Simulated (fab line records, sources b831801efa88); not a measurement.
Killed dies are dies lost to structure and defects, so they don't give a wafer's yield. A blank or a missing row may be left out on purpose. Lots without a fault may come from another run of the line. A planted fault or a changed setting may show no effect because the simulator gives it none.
Chamber matching | flow sky130 | SKY_VIA4_ETCH_12 on rie_diel-02: 4 sister chambers
The step etches SiO2 in C4F8/O2/Ar, stops on TiN, target depth 580 nm. 4 wafers are shown with their chamber, then 12 later ones without.

WAFERS WITH THEIR CHAMBER
wafer  | chamber | oes_product_au (a.u.)
L089.6 | 3       | 0.925
L090.1 | 1       | 0.921
L090.3 | 2       | 0.927
L090.6 | 0       | 0.921

WAFERS WITHOUT THEIR CHAMBER
wafer  | oes_product_au (a.u.)
L096.1 | 0.920
L096.2 | 0.925
L096.3 | 0.930
L096.4 | 0.932
L096.5 | 0.921
L096.6 | 0.929
L095.1 | 0.927
L095.2 | 0.930
L095.3 | 0.920
L095.4 | 0.927
L095.5 | 0.931
L095.6 | 0.932

WHICH CHAMBER EACH WENT THROUGH
wafer  | from the rows above               | in truth
L096.1 | can't be placed: 0 or 1 or 3      | 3
L096.2 | can't be placed: 3 or 2 or 0 or 1 | 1
L096.3 | can't be placed: 2 or 3           | 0
L096.4 | can't be placed: 2 or 3           | 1
L096.5 | can't be placed: 0 or 1 or 3      | 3
L096.6 | can't be placed: 2 or 3           | 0
L095.1 | can't be placed: 2 or 3           | 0
L095.2 | can't be placed: 2 or 3           | 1
L095.3 | can't be placed: 0 or 1 or 3      | 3
L095.4 | can't be placed: 2 or 3           | 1
L095.5 | can't be placed: 2 or 3           | 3
L095.6 | can't be placed: 2 or 3           | 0
Placed correctly: 0 of 12. Can't be placed from these rows: 12 (the true chamber is among the candidates in 5). Placed wrongly: 0.
How it was worked out, from the rows above alone: a wafer's distance from a chamber is the root of the sum, over the readings, of the square of ((its reading less the chamber's mean) divided by the reading's scatter). The wafer belongs to the nearest chamber; if the next one is less than 2 further off, it can't be placed. A chamber's mean is the mean of its shown wafers. The scatter: with one shown wafer a chamber, the root of the mean of the squares of how far each hidden wafer lies from its nearest shown one.
